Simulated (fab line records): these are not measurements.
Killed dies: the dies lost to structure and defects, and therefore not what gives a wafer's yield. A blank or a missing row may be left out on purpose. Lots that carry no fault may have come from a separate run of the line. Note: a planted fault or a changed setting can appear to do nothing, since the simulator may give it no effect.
Struck lot and sound lot, side by side	flow sky130	14 out of 708 route steps
Sound: these wafers, L252.3, L252.4, L252.6. Wafers L250.1, L250.3, L250.4 were the ones struck. The cause comes at the end.
Order at every step that has rows: each side's tool, ch and its chambers, its first start. Under that, the readings that differ: sound wafers	struck wafers	difference of the means	sigmas: that difference in standard deviations of wafers without a fault.
alike: readings whose means differ by less than 2 such deviations, and words and numbers that are the same on both sides. not compared: withheld readings, readings that some wafer has no value for, bounds like >300 that may hide the same value, and numbers for which the record gives no deviation and whose values overlap.
Wherever a step has rows on one side only, a row that says differs or no value, or a row with sigmas, the two part there. Numbers that don't overlap but have no deviation are shown without sigmas and don't part them. A reading that every wafer of one side lacks parts them only if that side has two wafers or more.

first, 1 step without rows for these wafers: SKY_VIA2_ETCH_15 (etches SiO2 in C4F8/O2/Ar, stops on TiN, target depth 546 nm, time 84 s).
SKY_VIA2_STRIP_16: strips in O2/N2.
  sound on plasmaAsher-02 ch 0,1, day 42 20:31; struck on plasmaAsher-01 ch 0,1, day 42 04:50
  alike: chamberPressureMTorr, drypumpMotorCurrentA, oesProductAu, stripTimeToEndpointS
  not compared: rfHoursCounterH
then, 3 steps without rows for these wafers: SKY_VIA2_STRIP_17 (strips in post etch residue remover, time 1200 s); SKY_VIA2_CLEAN_18 (cleans in IPA, time 180 s); SKY_VIA2_CLEAN_19 (cleans in O3/DIW).
SKY_VIA2_SPUTTER_20: material TiN, target thk 20 nm, time 80 s.
  sound: pvdSputter-03 at day 42 21:04; struck: pvdSputter-03 at day 42 05:26
  alike: cathodeDcPowerW, chamberPressurePa, throttleValvePct
SKY_VIA2_CVD_21: deposits W, target thk 420 nm, time 126.4 s.
  sound on cvdW-01 ch 0,1, day 42 21:10; struck on cvdW-02 ch 0,1, day 42 05:29
  alike: heaterPowerW
SKY_VIA2_RS_MEAS_22: measurement is done with a four-point probe.
  sound: filmMetro-01 at day 42 21:18; struck: filmMetro-02 at day 42 05:37
  alike: VIA2_W_RS
SKY_VIA2_THK_MEAS_23: measures by xrf.
  sound: filmMetro-01 at day 42 21:24; struck: filmMetro-02 at day 42 05:44
  alike: VIA2_W_THK
SKY_VIA2_CMP_24: polishes, stops on SiO2, t overpolish 20 s, target thk 0 nm.
  sound on cmp-02 ch 0,2, day 42 21:32; struck on cmp-01 ch 1,2,3, day 42 05:48
  alike: motorCurrentA, overpolishRunS, platenRpm, slurryFilterDpKPa, timeToEndpointS
then, 2 steps without rows for these wafers: SKY_METAL3_SPUTTER_00 (material Ti, target thk 15 nm, time 10 s); SKY_METAL3_SPUTTER_01 (material TiN, target thk 20 nm, time 16.7 s).
SKY_METAL3_SPUTTER_02: material AlCu, target thk 735 nm, time 39.1 s.
  sound: pvdSputter-02 at day 42 21:50; struck: pvdSputter-04 at day 42 06:09
  no value came back on the struck wafers for cathodeDcPowerW (W), chamberPressurePa (Pa), throttleValvePct (%); on the sound wafers cathodeDcPowerW (W) reads 10602 10599 10600
SKY_METAL3_SPUTTER_03: material Ti, target thk 5 nm, time 3.3 s.
  sound: pvdSputter-02 at day 42 21:52; struck: pvdSputter-04 at day 42 06:12
  alike: cathodeDcPowerW, chamberPressurePa, throttleValvePct

== WHERE THEY PART ==
Within this record, at SKY_METAL3_SPUTTER_02 only. Later steps at which nothing parts them and some readings are alike: SKY_METAL3_SPUTTER_03.

WHY: what had been put in by the simulator
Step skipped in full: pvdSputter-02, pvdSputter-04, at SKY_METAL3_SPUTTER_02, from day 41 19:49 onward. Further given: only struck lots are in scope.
